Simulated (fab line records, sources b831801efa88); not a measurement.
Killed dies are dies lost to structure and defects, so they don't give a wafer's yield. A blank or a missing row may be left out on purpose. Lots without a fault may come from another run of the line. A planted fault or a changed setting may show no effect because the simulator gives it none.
fab line records | flow gf180mcu
record lots=5 wafers=23
route steps=602 shown PSD@257 NSD@262 SAB@272 SALICIDE@281 CONTACT@296 M1@317
start_h: hours from the record's first day to the start of the lot's first wafer shown | wait_h: hours since the lot's step before | " the same as in the row above | L1.1+2: a row that stands for several wafers | - no value, or no start given | * or withheld: withheld | < > ~ a bound
route shown NAME@n: a module of which the file shows steps, and the number in the route of the first | usual: mean/standard deviation of fault-free wafers | same: alike in all rows | chamber/n: place in a boat | sites: the reading at each site | _std_site: their standard deviation | _edge_site: outer sites' mean less inner sites' | radius_mm: how far each site lies from the wafer's centre | mask NAME#n: copy n | behind: the tool/chamber that last shaped the wafer | hold: why the lot was held/for how many hours/how that ended | device: the transistor (n, p or np) that didn't switch | end of line: the same wafers' tests at the end of the route | a step without rows: its recipe alone | killed: dies lost to structure and defects at the first sort, not the wafer's yield | map: a wafer's dies, x killed, . not, _ none there
set.NAME: the setting as run; set.NAME@STEP: as run at that earlier step | model.NAME: the simulator's own value behind a step, which no gauge read
lots whose settings were changed on purpose; a table a step, a row a wafer
## steps
# step GF_PSD_IMPLANT_09
# recipe species=BF2 energy_kev=40 dose_cm2=1.5e+15 tilt_deg=7
# columns lot.wafer tool chamber start_h wait_h set.energy_kev model.implant.rp_nm model.implant.drp_nm
L074.1+3+5 implanter-03 0 317.58 0.0 39.03 29.26 15.6
L074.4+6 " 0 " " 40 29.85 15.87
L076.1+4+5 implanter-01 0 331.07 0.0 40 30.49 15.87
L080.1+2+4+5+6 implanter-02 0 375.48 0.0 40 30.11 15.87
L083.1+4+6 implanter-02 0 401.07 0.0 40 30.46 15.87
L083.2+3 " 0 " " 37.12 28.65 15.06
L085.1+2+4+5+6 implanter-03 0 416.98 0.0 40 30.82 15.87
# step GF_PSD_STRIP_10
# recipe chemistry=O2/N2 power_w=1400 pressure_mtorr=1500 platen_temp_c=250 o2_flow_sccm=3000 n2_flow_sccm=300 overash_fraction=0.5
# usual strip_time_to_endpoint_s=16.52/0.042
# columns lot.wafer tool chamber start_h wait_h set.energy_kev@PSD_IMPLANT_09 strip_time_to_endpoint_s
L074.1 plasma_asher-03 0 317.73 0.1 39.03 16.40
L074.3 " 1 " " 39.03 16.37
L074.4 " 0 " " 40 16.43
L074.5 " 0 " " 39.03 16.38
L074.6 " 1 " " 40 16.49
L076.1 plasma_asher-02 1 331.22 0.1 40 16.58
L076.4 " 1 " " 40 16.56
L076.5 " 0 " " 40 16.62
L080.1 plasma_asher-04 0 375.63 0.1 40 16.47
L080.2 " 1 " " 40 16.47
L080.4 " 0 " " 40 16.48
L080.5 " 0 " " 40 16.50
L080.6 " 1 " " 40 16.51
L083.1 plasma_asher-02 0 401.22 0.1 40 16.47
L083.2 " 1 " " 37.12 16.20
L083.3 " 0 " " 37.12 16.22
L083.4 " 1 " " 40 16.47
L083.6 " 0 " " 40 16.50
L085.1 plasma_asher-04 1 417.13 0.1 40 16.50
L085.2 " 0 " " 40 16.51
L085.4 " 1 " " 40 16.54
L085.5 " 0 " " 40 16.48
L085.6 " 1 " " 40 16.52
# step GF_PSD_CLEAN_12
# recipe chemistry=SC1/SC2 mix=1:4:20 temp_c=70 time_s=150 dry=n2_spin
# step GF_PSD_RTA_13
# recipe temp_c=1025 time_s=20 ambient=N2
# step GF_PSD_RS_MEAS_14
# recipe thk_meas_gauge=four-point-probe
# usual NSD_RS=46.11/0.068
# columns lot.wafer tool chamber start_h wait_h set.energy_kev@NSD_IMPLANT_09 NSD_RS[ohm/sq]
L074.1 film_metro-01 - 318.03 0.1 60 46.06
L074.3 " - " " 55.78 47.35
L074.4 " - " " 60 45.99
L074.5 " - " " 55.78 47.30
L074.6 " - " " 60 46.19
L076.1 film_metro-04 - 331.51 0.1 60 46.04
L076.4 " - " " 60 46.09
L076.5 " - " " 60 46.13
L080.1 film_metro-02 - 375.94 0.1 60 46.13
L080.2 " - " " 60 46.08
L080.4 " - " " 55.4 47.52
L080.5 " - " " 60 46.14
L080.6 " - " " 55.4 47.51
L083.1 film_metro-01 - 401.51 0.1 60 46.04
L083.2 " - " " 60 46.01
L083.3 " - " " 60 45.92
L083.4 " - " " 60 46.06
L083.6 " - " " 60 46.03
L085.1 film_metro-04 - 417.43 0.1 60 46.12
L085.2 " - " " 60 46.13
L085.4 " - " " 60 46.07
L085.5 " - " " 60 46.04
L085.6 " - " " 60 46.17
# step GF_PSD_RS_MEAS_15
# recipe thk_meas_gauge=four-point-probe
# usual PSD_RS=108.45/0.23
# columns lot.wafer tool chamber start_h wait_h set.energy_kev@PSD_IMPLANT_09 PSD_RS[ohm/sq]
L074.1 film_metro-01 - 318.15 0.1 39.03 109.63
L074.3 " - " " 39.03 109.88
L074.4 " - " " 40 108.62
L074.5 " - " " 39.03 109.48
L074.6 " - " " 40 108.76
L076.1 film_metro-04 - 331.63 0.1 40 108.62
L076.4 " - " " 40 108.34
L076.5 " - " " 40 108.84
L080.1 film_metro-02 - 376.06 0.1 40 108.66
L080.2 " - " " 40 108.47
L080.4 " - " " 40 108.58
L080.5 " - " " 40 108.50
L080.6 " - " " 40 108.63
L083.1 film_metro-01 - 401.63 0.1 40 107.85
L083.2 " - " " 37.12 112.17
L083.3 " - " " 37.12 112.40
L083.4 " - " " 40 107.93
L083.6 " - " " 40 107.81
L085.1 film_metro-04 - 417.55 0.1 40 108.47
L085.2 " - " " 40 108.80
L085.4 " - " " 40 108.45
L085.5 " - " " 40 108.66
L085.6 " - " " 40 108.55
# step GF_SAB_DEVELOP_08
# recipe develop_time_s=60 dev_temp_c=23
# columns lot.wafer tool chamber start_h wait_h set.dev_temp_c
L074.1+6 litho_track-02 0 339.62 0.1 23
L074.3+4+5 " 0 " " 19.83
L076.1+4+5 litho_track-02 0 354.22 0.1 23
L080.1+4+6 litho_track-04 0 399.76 0.1 19.73
L080.2+5 " 0 " " 23
L083.1+3+4 litho_track-04 0 426.76 0.1 23
L083.2+6 " 0 " " 21.96
L085.1+4+5 litho_track-04 0 442.36 0.1 23
L085.2+6 " 0 " " 21.04
# step GF_SAB_CD_MEAS_09
# recipe target_cd_nm=420
# usual cd_nm=420.4/2.3
# columns lot.wafer tool chamber start_h wait_h set.dev_temp_c@SAB_DEVELOP_08 cd_nm
L074.1 cd_sem-01 - 339.77 0.1 23 416.9
L074.3 " - " " 19.83 410.0
L074.4 " - " " 19.83 407.5
L074.5 " - " " 19.83 407.3
L074.6 " - " " 23 417.0
L076.1 cd_sem-01 - 354.37 0.1 23 418.4
L076.4 " - " " 23 419.6
L076.5 " - " " 23 419.6
L080.1 cd_sem-02 - 399.91 0.1 19.73 410.4
L080.2 " - " " 23 421.7
L080.4 " - " " 19.73 411.4
L080.5 " - " " 23 420.0
L080.6 " - " " 19.73 409.4
L083.1 cd_sem-01 - 426.91 0.1 23 419.1
L083.2 " - " " 21.96 416.0
L083.3 " - " " 23 421.2
L083.4 " - " " 23 419.7
L083.6 " - " " 21.96 415.3
L085.1 cd_sem-02 - 442.60 0.2 23 420.4
L085.2 " - " " 21.04 413.8
L085.4 " - " " 23 421.1
L085.5 " - " " 23 421.7
L085.6 " - " " 21.04 412.4
# step GF_SAB_ETCH_11
# recipe chemistry=C4F8/O2/Ar mask_material=NOVOLAK target=SiO2 target_depth_nm=55 source_w=1500 bias_w=1200 pressure_mtorr=40 c4f8_flow_sccm=withheld O2_flow_sccm=6 Ar_flow_sccm=300 time_s=8.5
# columns lot.wafer tool chamber start_h wait_h set.source_w set.dev_temp_c@SAB_DEVELOP_08 model.SAB.cd_nm
L074.1 rie_diel-01 2 339.93 0.0 1500 23 417.7
L074.3 " 1 " " 1500 19.83 410.1
L074.4 " 0 " " 1500 19.83 407.3
L074.5 " 2 " " 1500 19.83 407.8
L074.6 " 1 " " 1500 23 417.4
L076.1 rie_diel-02 3 354.53 0.0 1500 23 418.9
L076.4 " 0 " " 1500 23 419.9
L076.5 " 1 " " 1500 23 420
L080.1 rie_diel-02 0 400.07 0.0 1500 19.73 410.5
L080.2 " 3 " " 1500 23 421.7
L080.4 " 1 " " 1500 19.73 411.5
L080.5 " 1 " " 1500 23 419.7
L080.6 " 0 " " 1500 19.73 409.2
L083.1 rie_diel-01 3 427.07 0.0 1668 23 419.1
L083.2 " 2 " " 1500 21.96 416.4
L083.3 " 0 " " 1668 23 421.2
L083.4 " 1 " " 1500 23 419.5
L083.6 " 0 " " 1668 21.96 415.1
L085.1 rie_diel-02 2 442.75 0.0 1500 23 420.3
L085.2 " 3 " " 1602 21.04 413.9
L085.4 " 1 " " 1602 23 421.6
L085.5 " 1 " " 1602 23 421.8
L085.6 " 0 " " 1500 21.04 413.2
# step GF_SALICIDE_SPUTTER_03
# recipe material=TiN target_thk_nm=20 power_w=6500 time_s=16.7 chamber_pressure_pa=0.4
# columns lot.wafer tool chamber start_h wait_h set.time_s model.TiN_of_SALICIDE_SPUTTER_03.thk_nm
L074.1 pvd_sputter-02 - 340.29 0.0 18.85 22.49
L074.3 " - " " 16.7 19.57
L074.4 " - " " 16.7 19.77
L074.5 " - " " 18.85 22.24
L074.6 " - " " 18.85 22.4
L076.1 pvd_sputter-03 - 354.93 0.0 16.7 19.73
L076.4 " - " " 16.7 19.67
L076.5 " - " " 16.7 19.64
L080.1 pvd_sputter-04 - 400.43 0.0 16.7 20.07
L080.2 " - " " 16.7 20.02
L080.4 " - " " 16.7 20.24
L080.5 " - " " 17.35 20.71
L080.6 " - " " 17.35 20.75
L083.1 pvd_sputter-04 - 427.44 0.0 16.7 20.22
L083.2 " - " " 16.7 20.1
L083.3 " - " " 16.7 19.94
L083.4 " - " " 15.23 18.37
L083.6 " - " " 15.23 18.28
L085.1 pvd_sputter-03 - 443.13 0.0 16.7 19.71
L085.2 " - " " 16.7 19.61
L085.4 " - " " 16.7 19.7
L085.5 " - " " 17.91 21.42
L085.6 " - " " 17.91 20.87
# step GF_SALICIDE_RS_MEAS_04
# recipe thk_meas_gauge=four-point-probe reads=TiN_of_SALICIDE_SPUTTER_03+Co_of_SALICIDE_SPUTTER_02
# usual SALICIDE_TIN_RS=16.41/0.29
# columns lot.wafer tool chamber start_h wait_h set.time_s@SALICIDE_SPUTTER_03 SALICIDE_TIN_RS[ohm/sq]
L074.1 film_metro-02 - 340.32 0.0 18.85 15.52
L074.3 " - " " 16.7 16.56
L074.4 " - " " 16.7 16.25
L074.5 " - " " 18.85 15.58
L074.6 " - " " 18.85 15.78
L076.1 film_metro-04 - 354.95 0.0 16.7 16.57
L076.4 " - " " 16.7 16.48
L076.5 " - " " 16.7 16.57
L080.1 film_metro-02 - 400.46 0.0 16.7 16.00
L080.2 " - " " 16.7 16.04
L080.4 " - " " 16.7 16.09
L080.5 " - " " 17.35 15.72
L080.6 " - " " 17.35 15.90
L083.1 film_metro-03 - 427.47 0.0 16.7 16.12
L083.2 " - " " 16.7 16.01
L083.3 " - " " 16.7 16.19
L083.4 " - " " 15.23 16.91
L083.6 " - " " 15.23 16.93
L085.1 film_metro-02 - 443.16 0.0 16.7 16.89
L085.2 " - " " 16.7 16.67
L085.4 " - " " 16.7 16.86
L085.5 " - " " 17.91 16.29
L085.6 " - " " 17.91 16.31
# step GF_SALICIDE_THK_MEAS_05
# recipe thk_meas_gauge=xrf reads=TiN_of_SALICIDE_SPUTTER_03
# usual SALICIDE_TIN_THK=19.78/0.21
# columns lot.wafer tool chamber start_h wait_h set.time_s@SALICIDE_SPUTTER_03 SALICIDE_TIN_THK[nm]
L074.1 film_metro-02 - 340.44 0.1 18.85 22.39
L074.3 " - " " 16.7 19.52
L074.4 " - " " 16.7 19.64
L074.5 " - " " 18.85 22.11
L074.6 " - " " 18.85 22.29
L076.1 film_metro-04 - 355.07 0.1 16.7 19.59
L076.4 " - " " 16.7 19.63
L076.5 " - " " 16.7 19.52
L080.1 film_metro-02 - 400.58 0.1 16.7 19.94
L080.2 " - " " 16.7 19.83
L080.4 " - " " 16.7 19.97
L080.5 " - " " 17.35 20.54
L080.6 " - " " 17.35 20.48
L083.1 film_metro-03 - 427.59 0.1 16.7 20.24
L083.2 " - " " 16.7 20.21
L083.3 " - " " 16.7 19.93
L083.4 " - " " 15.23 18.39
L083.6 " - " " 15.23 18.33
L085.1 film_metro-02 - 443.28 0.1 16.7 19.52
L085.2 " - " " 16.7 19.41
L085.4 " - " " 16.7 19.51
L085.5 " - " " 17.91 21.35
L085.6 " - " " 17.91 20.84
# step GF_CONTACT_COAT_09
# recipe resist=KrF spin_rpm=withheld resist_thk_nm=1000
# columns lot.wafer tool chamber start_h wait_h set.resist_thk_nm model.KrF_of_CONTACT_COAT_09.thk_nm
L074.1 litho_track-04 0 - - 1048 1050
L074.3 " 0 " " 1000 999.8
L074.4 " 0 " " 1000 1000
L074.5 " 0 " " 1048 1047
L074.6 " 0 " " 1000 1002
L076.1+4 litho_track-03 0 - - 1000 1001
L076.5 " 0 " " 1000 1002
L080.1 litho_track-04 0 - - 961.8 956.6
L080.2 " 0 " " 961.8 961.2
L080.4 " 0 " " 1000 999.4
L080.5 " 0 " " 1000 999.5
L080.6 " 0 " " 1000 998.9
L083.1 litho_track-01 0 - - 1000 1007
L083.2+4 " 0 " " 1050 1057
L083.3 " 0 " " 1050 1059
L083.6 " 0 " " 1000 1006
L085.1+4 litho_track-01 0 - - 1000 1006
L085.2 " 0 " " 945.1 948.2
L085.5 " 0 " " 945.1 949.1
L085.6 " 0 " " 945.1 947.9
# step GF_CONTACT_PEB_12
# recipe peb_temp_c=135 peb_time_s=90 resist=KrF
# columns lot.wafer tool chamber start_h wait_h set.peb_time_s
L074.1+4+5 litho_track-04 0 - - 80.8
L074.3+6 " 0 " " 90
L076.1+4+5 litho_track-03 0 - - 90
L080.1+2+4+5+6 litho_track-03 0 - - 90
L083.1+2+3+4+6 litho_track-04 0 - - 90
L085.1+5 litho_track-01 0 - - 80.57
L085.2+4+6 " 0 " " 90
# step GF_CONTACT_DEVELOP_13
# recipe develop_time_s=60 resist=KrF dev_temp_c=21
# step GF_CONTACT_ETCH_16
# recipe chemistry=N2/H2 target_depth_a=withheld overetch_a=withheld time_s=withheld target=BARC ion_energy_ev=200 source_w=500 bias_w=100 pressure_mtorr=30 n2_flow_sccm=100 h2_flow_sccm=200
# step GF_CONTACT_ETCH_17
# recipe chemistry=C4F8/O2/Ar mask_material=KrF target=SiO2 stop_on=CoSi2 source_w=1500 bias_w=1200 pressure_mtorr=40 c4f8_flow_sccm=withheld O2_flow_sccm=6 Ar_flow_sccm=300 time_s=withheld target_depth_a=8600
# step GF_CONTACT_STRIP_18
# recipe chemistry=O2/N2 power_w=1400 pressure_mtorr=1500 platen_temp_c=250 o2_flow_sccm=3000 n2_flow_sccm=300 overash_fraction=0.5
# usual oes_product_au=0.581/0.0048
# columns lot.wafer tool chamber start_h wait_h set.resist_thk_nm@CONTACT_COAT_09 oes_product_au
L074.1 plasma_asher-04 1 364.08 - 1048 0.602
L074.3 " 1 " " 1000 0.573
L074.4 " 0 " " 1000 0.580
L074.5 " 1 " " 1048 0.604
L074.6 " 0 " " 1000 0.587
L076.1 plasma_asher-04 0 379.75 - 1000 0.572
L076.4 " 0 " " 1000 0.579
L076.5 " 0 " " 1000 0.570
L080.1 plasma_asher-04 1 427.00 - 961.8 0.561
L080.2 " 0 " " 961.8 0.573
L080.4 " 0 " " 1000 0.582
L080.5 " 1 " " 1000 0.584
L080.6 " 0 " " 1000 0.575
L083.1 plasma_asher-02 0 452.78 - 1000 0.586
L083.2 " 1 " " 1050 0.609
L083.3 " 1 " " 1050 0.599
L083.4 " 0 " " 1050 0.599
L083.6 " 1 " " 1000 0.579
L085.1 plasma_asher-04 0 468.59 - 1000 0.584
L085.2 " 1 " " 945.1 0.563
L085.4 " 0 " " 1000 0.585
L085.5 " 1 " " 945.1 0.560
L085.6 " 0 " " 945.1 0.568
# step GF_CONTACT_CVD_24
# recipe material=W target_thk_nm=300 time_s=90.339 temp_c=400 pressure_torr=40
# columns lot.wafer tool chamber start_h wait_h set.temp_c model.W_of_CONTACT_CVD_24.thk_nm
L074.1 cvd_w-01 0 364.50 0.0 400 297.6
L074.3 " 1 " " 400 296.1
L074.4 " 0 " " 390.2 252.3
L074.5 " 0 " " 390.2 247.1
L074.6 " 1 " " 390.2 246.5
L076.1 cvd_w-01 1 380.15 0.0 400 300
L076.4 " 1 " " 400 298.6
L076.5 " 0 " " 400 303.1
L080.1 cvd_w-02 1 427.39 0.0 400 301.8
L080.2 " 0 " " 392.3 260.1
L080.4 " 0 " " 392.3 260.4
L080.5 " 0 " " 392.3 265.2
L080.6 " 1 " " 400 299.2
L083.1 cvd_w-02 0 453.18 0.0 400 303.4
L083.2 " 1 " " 400 299.8
L083.3 " 0 " " 400 301.6
L083.4 " 1 " " 400 298.3
L083.6 " 0 " " 400 302.7
L085.1 cvd_w-01 0 469.01 0.0 400 300.2
L085.2 " 1 " " 400 303.8
L085.4 " 0 " " 392.5 261.6
L085.5 " 1 " " 392.5 266.1
L085.6 " 0 " " 392.5 262.1
# step GF_CONTACT_RS_MEAS_25
# recipe thk_meas_gauge=four-point-probe reads=W_of_CONTACT_CVD_24+TiN_of_CONTACT_SPUTTER_23+Ti_of_CONTACT_SPUTTER_22
# usual CONTACT_W_RS=0.381/0.004
# columns lot.wafer tool chamber start_h wait_h set.temp_c@CONTACT_CVD_24 CONTACT_W_RS[ohm/sq]
L074.1 film_metro-04 - 364.60 0.1 400 0.387
L074.3 " - " " 400 0.387
L074.4 " - " " 390.2 0.456
L074.5 " - " " 390.2 0.466
L074.6 " - " " 390.2 0.467
L076.1 film_metro-04 - 380.25 0.1 400 0.383
L076.4 " - " " 400 0.385
L076.5 " - " " 400 0.380
L080.1 film_metro-01 - 427.49 0.1 400 0.379
L080.2 " - " " 392.3 0.442
L080.4 " - " " 392.3 0.442
L080.5 " - " " 392.3 0.434
L080.6 " - " " 400 0.383
L083.1 film_metro-03 - 453.28 0.1 400 0.378
L083.2 " - " " 400 0.382
L083.3 " - " " 400 0.379
L083.4 " - " " 400 0.384
L083.6 " - " " 400 0.378
L085.1 film_metro-01 - 469.11 0.1 400 0.382
L085.2 " - " " 400 0.377
L085.4 " - " " 392.5 0.440
L085.5 " - " " 392.5 0.431
L085.6 " - " " 392.5 0.438
# step GF_CONTACT_THK_MEAS_26
# recipe thk_meas_gauge=xrf reads=W_of_CONTACT_CVD_24
# usual CONTACT_W_THK=293/3.9
# columns lot.wafer tool chamber start_h wait_h set.temp_c@CONTACT_CVD_24 CONTACT_W_THK[nm]
L074.1 film_metro-04 - 364.72 0.1 400 291
L074.3 " - " " 400 290
L074.4 " - " " 390.2 248
L074.5 " - " " 390.2 242
L074.6 " - " " 390.2 243
L076.1 film_metro-04 - 380.37 0.1 400 294
L076.4 " - " " 400 292
L076.5 " - " " 400 297
L080.1 film_metro-01 - 427.61 0.1 400 298
L080.2 " - " " 392.3 255
L080.4 " - " " 392.3 257
L080.5 " - " " 392.3 261
L080.6 " - " " 400 294
L083.1 film_metro-03 - 453.40 0.1 400 291
L083.2 " - " " 400 289
L083.3 " - " " 400 291
L083.4 " - " " 400 288
L083.6 " - " " 400 291
L085.1 film_metro-01 - 469.23 0.1 400 294
L085.2 " - " " 400 297
L085.4 " - " " 392.5 258
L085.5 " - " " 392.5 261
L085.6 " - " " 392.5 258
# step GF_M1_SPUTTER_02
# recipe material=AlCu target_thk_nm=450 power_w=10600 time_s=23.9 chamber_pressure_pa=0.4
# columns lot.wafer tool chamber start_h wait_h set.chamber_pressure_pa model.AlCu_of_M1_SPUTTER_02.thk_nm
L074.1 pvd_sputter-02 - 365.21 0.0 0.4306 444.1
L074.3 " - " " 0.4306 445.9
L074.4 " - " " 0.4306 440.8
L074.5 " - " " 0.4306 444.9
L074.6 " - " " 0.4306 441
L076.1 pvd_sputter-03 - 380.91 0.0 0.4 436.4
L076.4 " - " " 0.4 446.7
L076.5 " - " " 0.4 440.9
L080.1 pvd_sputter-03 - 428.10 0.0 0.3635 463.1
L080.2 " - " " 0.3635 456.9
L080.4 " - " " 0.3635 456.7
L080.5 " - " " 0.3635 463
L080.6 " - " " 0.3635 455.2
L083.1 pvd_sputter-03 - 453.89 0.0 0.4573 439.7
L083.2 " - " " 0.4573 432.9
L083.3 " - " " 0.4573 434.4
L083.4 " - " " 0.4573 431.3
L083.6 " - " " 0.4573 435.2
L085.1 pvd_sputter-01 - 469.72 0.0 0.4436 445
L085.2+4 " - " " 0.4436 433.6
L085.5 " - " " 0.4436 441.1
L085.6 " - " " 0.4436 437
# step GF_M1_STRIP_17
# recipe chemistry=O2/N2 power_w=1400 pressure_mtorr=1500 platen_temp_c=250 o2_flow_sccm=3000 n2_flow_sccm=300 overash_fraction=0.5
# usual strip_time_to_endpoint_s=7.90/0.052
# columns lot.wafer tool chamber start_h wait_h set.power_w strip_time_to_endpoint_s
L074.1 plasma_asher-01 1 389.84 0.1 1400 7.91
L074.3 " 0 " " 1554 7.21
L074.4 " 1 " " 1554 7.22
L074.5 " 0 " " 1554 7.26
L074.6 " 1 " " 1400 7.81
L076.1 plasma_asher-03 0 405.24 0.1 1400 7.89
L076.4 " 1 " " 1400 7.97
L076.5 " 0 " " 1400 7.99
L080.1 plasma_asher-03 0 452.34 0.1 1400 7.77
L080.2 " 1 " " 1400 7.88
L080.4 " 0 " " 1400 7.86
L080.5 " 0 " " 1400 7.78
L080.6 " 1 " " 1400 7.86
L083.1 plasma_asher-03 0 477.94 0.1 1238 8.71
L083.2 " 1 " " 1400 7.92
L083.3 " 1 " " 1400 7.91
L083.4 " 0 " " 1238 8.70
L083.6 " 1 " " 1400 7.90
L085.1 plasma_asher-02 0 493.69 0.1 1465 7.72
L085.2 " 1 " " 1465 7.57
L085.4 " 0 " " 1465 7.67
L085.5 " 1 " " 1400 7.93
L085.6 " 0 " " 1400 7.89
## key
split step=GF_PSD_IMPLANT_09 setting=energy_kev stated=40 by=wafer
response step=GF_PSD_IMPLANT_09 reading=model.implant.rp_nm change=+0.251 per=1% r=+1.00
response step=GF_PSD_IMPLANT_09 reading=model.implant.drp_nm change=+0.112 per=1% r=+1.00
response step=GF_PSD_STRIP_10 reading=strip_time_to_endpoint_s change=* per=1% r=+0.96
response step=GF_PSD_RS_MEAS_15 reading=PSD_RS change=-0.592 per=1% r=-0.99
split step=GF_SAB_DEVELOP_08 setting=dev_temp_c stated=23 by=wafer
response step=GF_SAB_CD_MEAS_09 reading=cd_nm change=+0.733 per=1% r=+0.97
response step=GF_SAB_ETCH_11 reading=model.SAB.cd_nm change=+0.736 per=1% r=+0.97
split step=GF_SAB_ETCH_11 setting=source_w stated=1500 by=wafer
response none clear
split step=GF_SALICIDE_SPUTTER_03 setting=time_s stated=16.7 by=wafer
response step=GF_SALICIDE_SPUTTER_03 reading=model.TiN_of_SALICIDE_SPUTTER_03.thk_nm change=+0.204 per=1% r=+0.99
response step=GF_SALICIDE_RS_MEAS_04 reading=SALICIDE_TIN_RS change=-0.0701 per=1% r=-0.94
response step=GF_SALICIDE_THK_MEAS_05 reading=SALICIDE_TIN_THK change=+0.206 per=1% r=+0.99
split step=GF_CONTACT_COAT_09 setting=resist_thk_nm stated=1000 by=wafer
response step=GF_CONTACT_COAT_09 reading=model.KrF_of_CONTACT_COAT_09.thk_nm change=+10.3 per=1% r=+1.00
response step=GF_CONTACT_STRIP_18 reading=oes_product_au change=+0.004 per=1% r=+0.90
split step=GF_CONTACT_PEB_12 setting=peb_time_s stated=90 by=wafer
response none clear
split step=GF_CONTACT_CVD_24 setting=temp_c stated=400 by=wafer
response step=GF_CONTACT_CVD_24 reading=model.W_of_CONTACT_CVD_24.thk_nm change=+20 per=1% r=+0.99
response step=GF_CONTACT_RS_MEAS_25 reading=CONTACT_W_RS change=-0.0306 per=1% r=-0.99
response step=GF_CONTACT_THK_MEAS_26 reading=CONTACT_W_THK change=+19.4 per=1% r=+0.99
split step=GF_M1_SPUTTER_02 setting=chamber_pressure_pa stated=0.4 by=lot
response step=GF_M1_SPUTTER_02 reading=model.AlCu_of_M1_SPUTTER_02.thk_nm change=-0.951 per=1% r=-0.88
split step=GF_M1_STRIP_17 setting=power_w stated=1400 by=wafer
response step=GF_M1_STRIP_17 reading=strip_time_to_endpoint_s change=* per=1% r=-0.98
split outside_this_file step=GF_NSD_IMPLANT_09 setting=energy_kev
# split outside_this_file: this setting was split too, and the file shows its column; the key of that split is in another file
